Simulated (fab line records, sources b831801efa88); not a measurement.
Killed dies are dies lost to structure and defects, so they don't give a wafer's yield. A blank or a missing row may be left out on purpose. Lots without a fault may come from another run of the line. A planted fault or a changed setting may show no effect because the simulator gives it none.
Which tool did it? | flow gf180mcu | 6 lots, 18 wafers sampled, at 2 steps of a route of 602

WHAT THE GAUGES READ, wafer by wafer
GF_V5_CD_MEAS_14: target cd 260 nm.
lot  | measured     | on        | cd_nm (nm)
L903 | day 27 23:09 | cd_sem-02 | 259.3 258.2 259.9
L905 | day 28 13:26 | cd_sem-01 | 261.0 261.0 260.9
L909 | day 29 22:44 | cd_sem-01 | 260.1 258.3 259.1
L916 | day 31 16:55 | cd_sem-01 | 256.5 255.1 254.6
L919 | day 32 13:36 | cd_sem-01 | 261.0 260.9 259.9
L923 | day 33 10:49 | cd_sem-01 | 259.0 259.8 259.1

WHICH TOOL RAN EACH LOT (tool, then ch and the chambers of the sampled wafers, then the start)
lot  | GF_V5_EXPOSE_11
L903 | krf_scanner-02 ch 0, day 27 13:34
L905 | krf_scanner-02 ch 0, day 28 04:13
L909 | krf_scanner-02 ch 0, day 29 13:16
L916 | krf_scanner-02 ch 0, day 31 08:09
L919 | krf_scanner-01 ch 0, day 32 05:40
L923 | krf_scanner-01 ch 0, day 33 03:08
- GF_V5_EXPOSE_11: exposes mask Via5, target cd 260 nm.

THE ANSWER, worked out from the rows above alone
Rule: what is usual is taken from the lots themselves. Put in order of their means at a reading, lots are off if they are a third of the lots or fewer, leave a main group of 4 or more, and stand apart from it by a gap of 3 or more times the standard deviation of the main group's means; of several such gaps the widest counts. A main group whose means are all the same, to the digits that the tables above print for the reading, isn't used. A lot without any number at a reading at which 4 lots or more have one is off too. The other lots that the step has rows for count as sound.
Off: L916, at GF_V5_CD_MEAS_14 (cd_nm). The main group: mean 259.8 nm, standard deviation 0.79.
A tool fits if, at a process step before that reading, it ran every lot that is off, and no sound lot after the first of them. The gauges at GF_V5_CD_MEAS_14 are tried like those tools. One fits: krf_scanner-02 at GF_V5_EXPOSE_11. Its last sound lot is L909 (day 29 13:16), its first lot that is off L916 (day 31 08:09): a fault that began between those two fits.

WHAT THE SIMULATOR HAD PUT IN
Process parameter drift: krf_scanner-02, from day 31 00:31 on, at GF_V5_EXPOSE_11. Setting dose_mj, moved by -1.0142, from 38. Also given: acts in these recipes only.
Lots struck among those shown: L916. The rule above found the same.
